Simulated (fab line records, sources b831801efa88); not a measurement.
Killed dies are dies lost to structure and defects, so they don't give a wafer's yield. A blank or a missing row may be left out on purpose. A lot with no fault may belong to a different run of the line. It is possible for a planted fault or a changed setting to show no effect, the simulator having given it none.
Which tool is to blame? | flow sky130 | 14 lots (42 wafers sampled), 1 step of a 708-step route

WHAT THE GAUGES READ, wafer by wafer
The record lacks any reading of a measuring or inspecting step that a usual standard deviation could be used to judge.

WHICH TOOL RAN EACH LOT (tool, then ch and the chambers of the sampled wafers, then the start)
lot  | SKY_POLY_GATE_ETCH_15
L977 | rie diel-04 ch 0,1,2, day 16 14:23
L978 | rie diel-02 ch 0,1,3, day 16 19:53
L981 | rie diel-04 ch 1,3, day 17 20:23
L982 | rie diel-04 ch 1,2,3, day 18 04:14
L983 | rie diel-04 ch 0,1,3, day 18 13:26
L984 | rie diel-02 ch 1,2, day 19 19:29
L985 | rie diel-04 ch 0,2,3, day 19 19:44
L988 | rie diel-03 ch 1,2, day 20 08:11
L993 | rie diel-04 ch 0,1, day 22 12:38
L994 | rie diel-02 ch 0,3, day 22 14:40
L996 | rie diel-02 ch 0,3, day 23 06:23
L997 | rie diel-02 ch 0,2,3, day 23 14:35
L998 | rie diel-02 ch 2,3, day 23 23:20
L999 | rie diel-02 ch 1,2, day 24 14:05
- SKY_POLY_GATE_ETCH_15: etches BARC in N2/H2, stops on SiO2, time 118.5 s, target depth 110 nm.

AS READ BY THE TOOLS THEMSELVES (means over the sampled wafers that have a number; for cases with no such wafer, the mark the record gives instead)
SKY_POLY_GATE_ETCH_15. Usual: bias w 99.96 W, standard deviation 0.28; drypump motor current A 5.6 A, standard deviation 0.41; h2 flow sccm 199.9 sccm, standard deviation 0.6; oes product au 0.716 a.u., standard deviation 0.0041; throttle valve pct 13.212 %, standard deviation 0.0089.
lot  | tool        | bias w (W) | drypump motor current A (A) | h2 flow sccm (sccm) | oes product au (a.u.) | throttle valve pct (%) | flag
L977 | rie diel-04 | 100.11     | 5.4                         | 200.1               | 0.718                 | 13.213                 |
L978 | rie diel-02 | 99.88      | 5.3                         | 200.1               | 0.718                 | 13.204                 |
L981 | rie diel-04 | 100.41     | 5.9                         | 200.0               | 0.718                 | 13.213                 |
L982 | rie diel-04 | 99.89      | 5.7                         | 199.8               | 0.714                 | 13.215                 |
L983 | rie diel-04 | 93.83      | 5.7                         | 200.2               | 0.715                 | 13.204                 | OFF
L984 | rie diel-02 | 99.93      | 5.7                         | 199.7               | 0.716                 | 13.211                 |
L985 | rie diel-04 | 93.56      | 5.5                         | 199.4               | 0.716                 | 13.215                 | OFF
L988 | rie diel-03 | 99.89      | 5.1                         | 199.5               | 0.717                 | 13.209                 |
L993 | rie diel-04 | 100.00     | 5.5                         | 199.6               | 0.714                 | 13.211                 |
L994 | rie diel-02 | 100.08     | 5.2                         | 200.7               | 0.721                 | 13.210                 |
L996 | rie diel-02 | 99.66      | 5.3                         | 199.6               | 0.720                 | 13.215                 |
L997 | rie diel-02 | 99.81      | 5.5                         | 200.3               | 0.717                 | 13.204                 |
L998 | rie diel-02 | 100.35     | 5.7                         | 199.6               | 0.714                 | 13.214                 |
L999 | rie diel-02 | 99.87      | 5.7                         | 200.0               | 0.712                 | 13.210                 |

THE ANSWER, worked out from the rows above alone
Rule: a lot is off if the mean of its wafers that have a number lies more than 3 standard deviations from the usual mean. A lot without any number at a reading at which 4 lots or more have one is off too. Any other lot the step has rows for is counted as sound. The gauges are gone through in route order, then the tools' own readings, and for those a lot's mean is taken as printed above. At the first step where some lot is off, the reading lying furthest off is the one used; lots without a number count as furthest.
Off: L983, L985 (SKY_POLY_GATE_ETCH_15, bias w).
If a tool, at that step or one of the process steps before it, ran each lot that is off and ran no sound lot following the first of them, it fits. No candidate that was tried fits.

WHAT THE SIMULATOR PUT IN
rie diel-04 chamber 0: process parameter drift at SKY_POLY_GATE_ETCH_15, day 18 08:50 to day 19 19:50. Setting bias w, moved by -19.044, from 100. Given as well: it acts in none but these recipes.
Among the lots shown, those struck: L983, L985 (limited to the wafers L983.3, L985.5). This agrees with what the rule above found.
